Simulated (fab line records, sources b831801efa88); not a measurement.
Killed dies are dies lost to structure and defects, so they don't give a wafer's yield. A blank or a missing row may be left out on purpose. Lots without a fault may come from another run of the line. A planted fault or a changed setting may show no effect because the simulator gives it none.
One fault seen from 2 desks | flow sky130 | each desk has only its own numbers; what lay behind them comes last

THE TOOL OWNER'S DESK: pvd_sputter-03
The tool's own readings at SKY_METAL3_SPUTTER_00 (material Ti, target thk 15 nm, time 10 s): means of the sampled wafers that have a number, for each lot that ran on this tool. A lot is out of limits, marked OUT, if its mean lies more than 4 standard deviations from the usual mean; the brackets give that distance.
Columns: A = cathode_dc_power_W at SKY_METAL3_SPUTTER_00, usual 3000.0 W; B = chamber_pressure_pa at SKY_METAL3_SPUTTER_00, usual 0.4001 Pa; C = throttle_valve_pct at SKY_METAL3_SPUTTER_00, usual 29.2 %
lot  | first seen here | A      | B      | C
L933 | day 43 02:32    | 2999.5 | 0.4000 | 29.4
This desk's finding: nothing out of limits on the one lot.

THE METROLOGY DESK
What the gauges read, lot by lot, whatever tool the lot ran on: means of the sampled wafers that have a number. A lot is out of limits, marked OUT, if its mean lies more than 4 standard deviations from the usual mean; the brackets give that distance.
Columns: A = VIA2_OVL at SKY_VIA2_OVL_MEAS_13, usual -1 nm; B = VIA2_W_RS at SKY_VIA2_RS_MEAS_22, usual 0.2735 ohm/sq; C = VIA2_W_THK at SKY_VIA2_THK_MEAS_23, usual 420 nm
lot  | first seen here | A  | B      | C
L918 | day 39 10:47    | -1 | 0.2707 | 428
L920 | day 39 15:38    | 2  | 0.2749 | 415
L929 | day 41 21:23    | -1 | 0.2776 | 419
L930 | day 42 10:09    | -5 | 0.2710 | 423
L931 | day 42 15:24    | -5 | 0.2714 | 423
L933 | day 43 01:09    | -1 | 0.2747 | 418
This desk's finding: nothing out of limits on any of the 6 lots.

PUT TOGETHER
The tool owner's desk saw nothing out of limits.
The metrology desk saw nothing out of limits.

WHAT THE SIMULATOR HAD PUT IN
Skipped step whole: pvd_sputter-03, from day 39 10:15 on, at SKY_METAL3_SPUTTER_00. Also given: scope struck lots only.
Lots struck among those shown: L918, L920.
